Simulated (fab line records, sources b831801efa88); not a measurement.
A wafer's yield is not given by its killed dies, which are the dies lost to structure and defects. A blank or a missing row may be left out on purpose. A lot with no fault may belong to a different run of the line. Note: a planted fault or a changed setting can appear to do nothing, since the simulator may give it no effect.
Struck lot and sound lot, side by side ; flow sfq-line ; 21 steps out of a route of 325
Sound: the wafers L722.1, L722.2, L722.3. Struck: wafers L728.2, L728.3 (left out: L728.5, a lot-mate that was not struck); the cause follows at the end.
Each step with rows lists, per side, the tool, then ch with its chambers, then its first start. Under that, the readings that differ: sound wafers ; struck wafers ; difference of the means ; sigmas: that difference in standard deviations of wafers without a fault.
alike: readings whose means differ by less than 2 such deviations, and words and numbers that are the same on both sides. not compared: withheld readings, readings that some wafer has no value for, bounds like >300 that may hide the same value, and numbers for which the record gives no deviation and whose values overlap.
Wherever a step has rows on one side only, a row that says differs or no value, or a row with sigmas, the two part there. Numbers that have no deviation but don't overlap get no sigmas and don't part them. Lack of a reading on every wafer of one side parts them only where that side has two or more wafers.

first, 6 steps without rows for these wafers: SFQ_TRILAYER_R5_LITHO_COAT_141 (resist thk 62 nm); SFQ_TRILAYER_R5_LITHO_COAT_136 (resist thk 600 nm); SFQ_TRILAYER_R5_LITHO_SOFTBAKE_140; SFQ_TRILAYER_R5_LITHO_EXPOSE_137 (exposes mask R5, target cd 500 nm); SFQ_TRILAYER_R5_LITHO_PEB_139 (peb time 60 s); SFQ_TRILAYER_R5_LITHO_DEVELOP_138 (time 60 s).
SFQ_R5_OVL_MEAS_935:
  sound on overlay-02 at day 66 13:52; struck on overlay-02 at day 67 16:17
  alike: R5_OVL
SFQ_TRILAYER_R5_BARC_OPEN_METAL_ETCH_177: etches BARC in O2, target depth 125 nm, time 41.7 s.
  sound on rie-metal-04 ch 0,1, day 66 13:55; struck on rie-metal-04 ch 0,1, day 67 16:19
  alike: drypump-motor-current-A, oes-product-au
  not compared: rf-hours-counter-h
SFQ_TRILAYER_R5_ETCH_METAL_ETCH_139: etches the open film in Cl2, stops on SiO2, target depth 60 nm, time 40 s.
  sound on rie-metal-04 ch 0,1, day 66 13:58; struck on rie-metal-04 ch 0,1, day 67 16:22
  alike: drypump-motor-current-A, oes-product-au
  not compared: rf-hours-counter-h
SFQ_TRILAYER_R5_STRIP_STRIP_140: strips in O2.
  sound on rie-metal-04 ch 0,1, day 66 14:02; struck on rie-metal-04 ch 0,1, day 67 16:26
  alike: drypump-motor-current-A, oes-product-au
  not compared: rf-hours-counter-h
then, 1 step without rows for these wafers: SFQ_TRILAYER_R5_STRIP_SOLV_CLEAN_141 (cleans in NMP, time 600 s).
SFQ_TRILAYER_A5C_DEP_PECVD_142: deposits SiO2 from SiH4/N2O, time 15.556 s, target thk 70 nm.
  sound on pecvd-04 ch 0,1,2, day 66 14:48; struck on pecvd-03 ch 0,1, day 67 17:12
  alike: heater-power-w, throttle-valve-pct
SFQ_TRILAYER_I5_LITHO_COAT_149: resist thk 62 nm.
  sound on litho-track-04 ch 0, day 66 14:50; struck on litho-track-03 ch 0, day 67 17:17
reading;sound;struck;difference;sigmas
model.BARC_of_TRILAYER_I5_LITHO_COAT_149.thk-nm (nm);61.67 61.8 61.49;58.45 58.32;-3.27;
then, 5 steps without rows for these wafers: SFQ_TRILAYER_I5_LITHO_COAT_144 (resist thk 650 nm); SFQ_TRILAYER_I5_LITHO_SOFTBAKE_148; SFQ_TRILAYER_I5_LITHO_EXPOSE_145 (exposes mask I5, target cd 700 nm); SFQ_TRILAYER_I5_LITHO_PEB_147 (peb time 60 s); SFQ_TRILAYER_I5_LITHO_DEVELOP_146 (time 60 s).
-- the record jumps here: 6 days lie between the struck wafers' starts before and after --
SFQ_I5_OVL_MEAS_936:
  sound on overlay-01 at day 72 11:10; struck on overlay-02 at day 73 10:46
  alike: I5_OVL
SFQ_TRILAYER_I5_BARC_OPEN_VIA_ETCH_200: etches BARC in O2, target depth 125 nm, time 41.7 s.
  sound on rie-diel-03 ch 0,1,2, day 72 11:11; struck on rie-diel-01 ch 1,2, day 73 10:48
reading;sound;struck;difference;sigmas
oes-product-au (a.u.);0.682 0.687 0.686;0.668 0.662;-0.020;-5
model.etch.depth-nm (nm);61.67 61.8 61.49;58.45 58.32;-3.27;
  alike: drypump-motor-current-A
  not compared: rf-hours-counter-h
SFQ_TRILAYER_I5_ETCH_VIA_ETCH_147: etches the open film in CHF3, stops on Nb, target depth 360 nm.
  sound on rie-diel-03 ch 0,1,2, day 72 11:14; struck on rie-diel-01 ch 1,2, day 73 10:50
  alike: drypump-motor-current-A, oes-product-au

## WHERE THEY PART
Only at SFQ_TRILAYER_I5_BARC_OPEN_VIA_ETCH_200, as far as this record shows. Later steps at which nothing parts them and some readings are alike: SFQ_TRILAYER_I5_ETCH_VIA_ETCH_147.

WHY: what had been put in by the simulator
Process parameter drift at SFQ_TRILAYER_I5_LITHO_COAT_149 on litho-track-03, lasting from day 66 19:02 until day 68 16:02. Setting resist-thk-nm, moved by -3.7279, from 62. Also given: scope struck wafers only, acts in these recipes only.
